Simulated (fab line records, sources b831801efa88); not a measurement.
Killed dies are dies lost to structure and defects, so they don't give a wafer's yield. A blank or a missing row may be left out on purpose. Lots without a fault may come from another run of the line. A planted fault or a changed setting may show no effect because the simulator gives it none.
A struck lot beside a sound one | flow sky130 | 19 steps out of a route of 708
Sound: wafers L194.2, L194.4, L194.5. Struck: wafers L192.2, L192.4, L192.6. The cause comes at the end.
At each step with rows: each side's tool, then ch and its chambers, then its first start. Under that, the readings that differ: sound wafers | struck wafers | difference of the means | sigmas: that difference in standard deviations of wafers without a fault.
alike: readings whose means differ by less than 2 such deviations, and words and numbers that are the same on both sides. not compared: withheld readings, readings that some wafer has no value for, bounds like >300 that may hide the same value, and numbers for which the record gives no deviation and whose values overlap.
The two part at a step that has a row with sigmas, a row that says differs or no value, or rows on one side only. Numbers that don't overlap but have no deviation are shown without sigmas and don't part them. A reading that every wafer of one side lacks parts them only if that side has two wafers or more.

first, 4 steps without rows for these wafers: SKY_NWELL_SOFTBAKE_06; SKY_NWELL_EXPOSE_07 (exposes mask NWM, target cd 840 nm); SKY_NWELL_PEB_08; SKY_NWELL_DEVELOP_09 (develop time 60 s).
SKY_NWELL_OVL_MEAS_10:
  sound on overlay-02, day 7 09:59; struck on overlay-02, day 6 23:44
  alike: NWELL_00_OVL
then, 3 steps without rows for these wafers: SKY_NWELL_IMPLANT_11; SKY_NWELL_IMPLANT_12; SKY_NWELL_IMPLANT_13.
SKY_NWELL_STRIP_14: strips in O2/N2.
  sound on plasma_asher-01 ch 0,1, day 7 10:28; struck on plasma_asher-01 ch 1, day 7 00:13
  alike: drypump_motor_current_A, oes_product_au, strip_time_to_endpoint_s
  not compared: rf_hours_counter_h
SKY_NWELL_TW_MEAS_15:
  sound on film_metro-01, day 7 10:35; struck on film_metro-01, day 7 00:20
  alike: NWELL_TW
then, 2 steps without rows for these wafers: SKY_NWELL_DEHYDRATE_16 (time 60 s); SKY_NWELL_HMDS_17 (prime time 60 s).
SKY_NWELL_COAT_18: resist thk 3000 nm.
  sound on litho_track-01 ch 0, day 7 21:03; struck on litho_track-02, day 7 09:32
  no value came back on the struck wafers for chill_plate_temp_C (C), dispense_pressure_kPa (kPa); on the sound wafers chill_plate_temp_C (C) reads 23.10 23.03 23.21
then, 4 steps without rows for these wafers: SKY_NWELL_SOFTBAKE_19; SKY_NWELL_EXPOSE_20 (exposes mask NWM COMPLEMENT, target cd 840 nm); SKY_NWELL_PEB_21; SKY_NWELL_DEVELOP_22 (develop time 60 s).
SKY_NWELL_OVL_MEAS_23:
  sound on overlay-01, day 8 07:16; struck on overlay-01, day 7 20:26
  reading           | sound          | struck | difference                    | sigmas
  NWELL_01_OVL (nm) | -1.9 -2.0 -2.3 | - - -  | no value on the struck wafers |
then, 1 step without rows for these wafers: SKY_NWELL_IMPLANT_24.

WHERE THEY PART
First at SKY_NWELL_COAT_18; last, within this record, at SKY_NWELL_OVL_MEAS_23.

WHY: what the simulator had put in
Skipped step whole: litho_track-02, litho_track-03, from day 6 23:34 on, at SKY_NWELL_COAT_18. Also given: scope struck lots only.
